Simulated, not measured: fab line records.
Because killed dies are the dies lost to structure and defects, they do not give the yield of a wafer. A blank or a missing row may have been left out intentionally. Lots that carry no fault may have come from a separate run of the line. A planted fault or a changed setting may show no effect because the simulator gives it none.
Split-lot study ; flow sfq line ; 5 lots, 23 wafers read, on a route of 325 steps

== ON THE SPLIT ==
At SFQ_TRILAYER_I6_CMP_CMP_166 (polishes SiO2), the setting leave above ref nm was moved away from the recipe's 200 nm on 10 of the 23 wafers read, by -5.8% to +5.6%. All remaining wafers had this setting at the recipe value.

The file shows no step between the split and the reading.

== THE READING ==
thk nm, in nm, at SFQ_TRILAYER_I6_METRO_MEASURE_167. Fault-free wafers of this fab line usually give 199.4 nm, standard deviation 1 nm.

wafer;tool, chamber at the split;leave above ref nm as run, nm;against the recipe;thk nm, nm;against lot-mates on the recipe
L074.1;cmp-02, 0;211.2;+5.6%;210.1;+10.9
L074.2;cmp-02, 1;200;recipe;198.9;-
L074.4;cmp-02, 3;211.2;+5.6%;211.5;+12.3
L074.5;cmp-02, 2;200;recipe;199.4;-
L074.6;cmp-02, 1;211.2;+5.6%;210.6;+11.4
L077.4;cmp-01, 1;200;recipe;198.5;-
L077.5;cmp-01, 1;200;recipe;199.6;-
L077.6;cmp-01, 2;200;recipe;198.3;-
L078.1;cmp-02, 2;200;recipe;199.3;-
L078.2;cmp-02, 1;191.2;-4.4%;190.7;-8.7
L078.4;cmp-02, 0;200;recipe;198.5;-
L078.5;cmp-02, 3;200;recipe;200.4;-
L078.6;cmp-02, 0;191.2;-4.4%;190.3;-9.1
L080.1;cmp-02, 2;188.5;-5.8%;187.8;-12.0
L080.3;cmp-02, 0;188.5;-5.8%;188.5;-11.3
L080.4;cmp-02, 1;200;recipe;198.6;-
L080.5;cmp-02, 0;188.5;-5.8%;189.1;-10.7
L080.6;cmp-02, 3;200;recipe;201.0;-
L084.1;cmp-01, 1;208.5;+4.2%;205.9;+7.8
L084.2;cmp-01, 0;200;recipe;198.7;-
L084.3;cmp-01, 2;200;recipe;197.0;-
L084.5;cmp-01, 1;208.5;+4.2%;206.4;+8.3
L084.6;cmp-01, 0;200;recipe;198.6;-

FIT RESULTS
A straight line over all 23 wafers: thk nm changes by +1.92 nm for each +1% of leave above ref nm; r = +0.99; the points scatter about the line by 0.96 nm.
The same after taking each lot's own level away (the mean of its wafers on the recipe; 23 wafers): +2 nm for each +1%; r = +1.00; scatter 0.71 nm.
On that fit, the largest move of leave above ref nm shifts the reading by 12 nm.
The lots' own levels span 198.10 to 199.80 nm, that is 1.7 times the standard deviation above.
So the lot-to-lot level changes the slope little: the two slopes agree.
Check: with one of the wafers moved furthest among these (-5.8%) left out of the fit, the line predicts -11.4 nm for it against its lot-mates. It came out at -12 nm against them.

== FURTHER SPLITS ON THESE WAFERS ==
Before the reading, these wafers also passed through other splits. Each is held against what the fit with the lots' levels taken away leaves over:
other split on the same wafers;wafers away from the commonest value;r with thk nm (lot level and that fit taken away)
SFQ_TRILAYER_JJ_CE_LITHO_COAT_119 spin rpm;11;-0.16
SFQ_TRILAYER_JJ_CE_BARC_OPEN_RIE_150 pressure mtorr;18;+0.07
SFQ_TRILAYER_M5_LITHO_COAT_128 resist thk nm;5;-0.02
SFQ_TRILAYER_M5_ETCH_METAL_ETCH_126 time s;8;+0.04
SFQ_TRILAYER_R5_DEP_SPUTTER_132 time s;8;-0.11
SFQ_TRILAYER_R5_LITHO_PEB_139 peb time s;6;-0.22
SFQ_TRILAYER_I5_LITHO_COAT_144 resist thk nm;8;-0.10
SFQ_TRILAYER_I5_ETCH_VIA_ETCH_147 bias w;9;+0.14
SFQ_TRILAYER_C5_BARC_OPEN_VIA_ETCH_210 time s;7;+0.35
SFQ_TRILAYER_M6_LITHO_COAT_164 spin rpm;11;+0.03

== THE WHOLE CHAIN: every reading that the file lists as answering this split, in the file's order ==
step;what it does;reading;change (the file's fit);r (the file's)
SFQ_TRILAYER_I6_CMP_CMP_166;polishes SiO2;SiO2_of_TRILAYER_I6_DEP_PECVD_165.thk nm (the simulator's own value, which no gauge read);+1.99 nm for each +1% of the setting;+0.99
SFQ_TRILAYER_I6_METRO_MEASURE_167;;thk nm;+2 nm for each +1% of the setting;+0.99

== THE FILE'S OWN FIT ==
thk nm changes by +2 nm for each +1% of leave above ref nm, r = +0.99.
